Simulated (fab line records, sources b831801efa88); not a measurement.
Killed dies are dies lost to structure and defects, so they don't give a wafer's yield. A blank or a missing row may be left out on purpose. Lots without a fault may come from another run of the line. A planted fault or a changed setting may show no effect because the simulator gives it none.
A struck lot beside a sound one | flow sky130 | 23 steps out of a route of 708
Sound: wafers L246.2, L246.3, L246.4. Struck: wafers L258.1, L258.2, L258.4. The cause comes at the end.
At each step with rows: each side's tool, then ch and its chambers, then its first start. Under that, the readings that differ: sound wafers | struck wafers | difference of the means | sigmas: that difference in standard deviations of wafers without a fault.
alike: readings whose means differ by less than 2 such deviations, and words and numbers that are the same on both sides. not compared: withheld readings, readings that some wafer has no value for, bounds like >300 that may hide the same value, and numbers for which the record gives no deviation and whose values overlap.
The two part at a step that has a row with sigmas, a row that says differs or no value, or rows on one side only. Numbers that don't overlap but have no deviation are shown without sigmas and don't part them. A reading that every wafer of one side lacks parts them only if that side has two wafers or more.

first, 5 steps without rows for these wafers: SKY_VT_ADJUST_NCORE_COAT_02 (resist thk 1140 nm); SKY_VT_ADJUST_NCORE_SOFTBAKE_03 (time 60 s); SKY_VT_ADJUST_NCORE_EXPOSE_04 (exposes mask LVTN COMPLEMENT THIN, target cd 380 nm); SKY_VT_ADJUST_NCORE_PEB_05; SKY_VT_ADJUST_NCORE_DEVELOP_06 (develop time 57.69 s).
SKY_VT_ADJUST_NCORE_CD_MEAS_07: target cd 380 nm.
  sound on cd_sem-01, day 9 19:58; struck on cd_sem-02, day 13 06:20
  alike: cd_nm
SKY_VT_ADJUST_NCORE_OVL_MEAS_08:
  sound on overlay-01, day 9 20:04; struck on overlay-01, day 13 06:28
  alike: VT_ADJUST_NCORE_OVL
then, 1 step without rows for these wafers: SKY_VT_ADJUST_NCORE_IMPLANT_09.
SKY_VT_ADJUST_NCORE_STRIP_10: strips in O2/N2.
  sound on plasma_asher-03 ch 0,1, day 9 20:15; struck on plasma_asher-01 ch 0,1, day 13 06:38
  alike: drypump_motor_current_A, oes_product_au, strip_time_to_endpoint_s
  not compared: rf_hours_counter_h
SKY_VT_ADJUST_NCORE_TW_MEAS_11:
  sound on film_metro-04, day 9 20:22; struck on film_metro-04, day 13 06:44
  alike: VT_ADJUST_NCORE_TW
then, 2 steps without rows for these wafers: SKY_VT_ADJUST_HVTR_DEHYDRATE_00 (time 60 s); SKY_VT_ADJUST_HVTR_HMDS_01 (prime time 60 s).
SKY_VT_ADJUST_HVTR_COAT_02: resist thk 1140 nm.
  sound on litho_track-02 ch 0, day 10 06:16; struck on litho_track-02 ch 0, day 13 18:35
  reading                                             | sound                | struck               | difference | sigmas
  spin_speed_rpm (rpm)                                | 3002.0 3000.7 2998.9 | 3531.0 3531.7 3531.1 | +530.7     | +99 or more
  model.NOVOLAK_of_VT_ADJUST_HVTR_COAT_02.thk_nm (nm) | 1144 1143 1143       | 1051 1049 1052       | -93        |
then, 3 steps without rows for these wafers: SKY_VT_ADJUST_HVTR_SOFTBAKE_03 (time 60 s); SKY_VT_ADJUST_HVTR_EXPOSE_04 (exposes mask HVTRM, target cd 380 nm); SKY_VT_ADJUST_HVTR_PEB_05.
SKY_VT_ADJUST_HVTR_DEVELOP_06: develop time 60 s.
  sound on litho_track-01 ch 0, day 10 18:07; struck on litho_track-04 ch 0, day 14 07:41
  reading                                             | sound          | struck         | difference | sigmas
  model.NOVOLAK_of_VT_ADJUST_HVTR_COAT_02.thk_nm (nm) | 1144 1143 1143 | 1051 1049 1052 | -93        |
SKY_VT_ADJUST_HVTR_CD_MEAS_07: target cd 380 nm.
  sound on cd_sem-02, day 10 18:15; struck on cd_sem-02, day 14 07:50
  reading    | sound             | struck            | difference | sigmas
  cd_nm (nm) | 377.3 378.8 379.1 | 391.7 389.9 391.4 | +12.6      | +5
SKY_VT_ADJUST_HVTR_OVL_MEAS_08:
  sound on overlay-01, day 10 18:22; struck on overlay-02, day 14 07:58
  alike: VT_ADJUST_HVTR_OVL
then, 1 step without rows for these wafers: SKY_VT_ADJUST_HVTR_IMPLANT_09.
SKY_VT_ADJUST_HVTR_STRIP_10: strips in O2/N2.
  sound on plasma_asher-01 ch 0,1, day 10 18:32; struck on plasma_asher-01 ch 0,1, day 14 08:09
  reading                      | sound             | struck            | difference | sigmas
  strip_time_to_endpoint_s (s) | 14.23 14.21 14.21 | 13.12 13.12 13.14 | -1.09      | -28
  alike: drypump_motor_current_A, oes_product_au
  not compared: rf_hours_counter_h
SKY_VT_ADJUST_HVTR_TW_MEAS_11:
  sound on film_metro-03, day 10 18:39; struck on film_metro-03, day 14 08:15
  alike: VT_ADJUST_HVTR_TW
-- the record jumps here: 35 days lie between the struck wafers' starts before and after (it left off in module VT_ADJUST_HVTR and takes up again in module PAD_OPEN, whose first step shown is number 708 of the route) --
SKY_PAD_OPEN_PROBE_99:
  sound on prober-02, day 46 19:25; struck on prober-01, day 49 08:20
  alike: killed_at_M0_to_M3, killed_at_M4_up, killed_at_contacts, killed_at_front_end, killed_at_other, killed_dies, killed_open, killed_short

WHERE THEY PART
First at SKY_VT_ADJUST_HVTR_COAT_02; last, within this record, at SKY_VT_ADJUST_HVTR_STRIP_10. Later steps at which nothing parts them and some readings are alike: SKY_VT_ADJUST_HVTR_TW_MEAS_11, SKY_PAD_OPEN_PROBE_99.

WHY: what the simulator had put in
Process parameter drift: litho_track-02, from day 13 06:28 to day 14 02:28, at SKY_VT_ADJUST_HVTR_COAT_02. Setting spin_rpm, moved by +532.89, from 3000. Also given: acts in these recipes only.
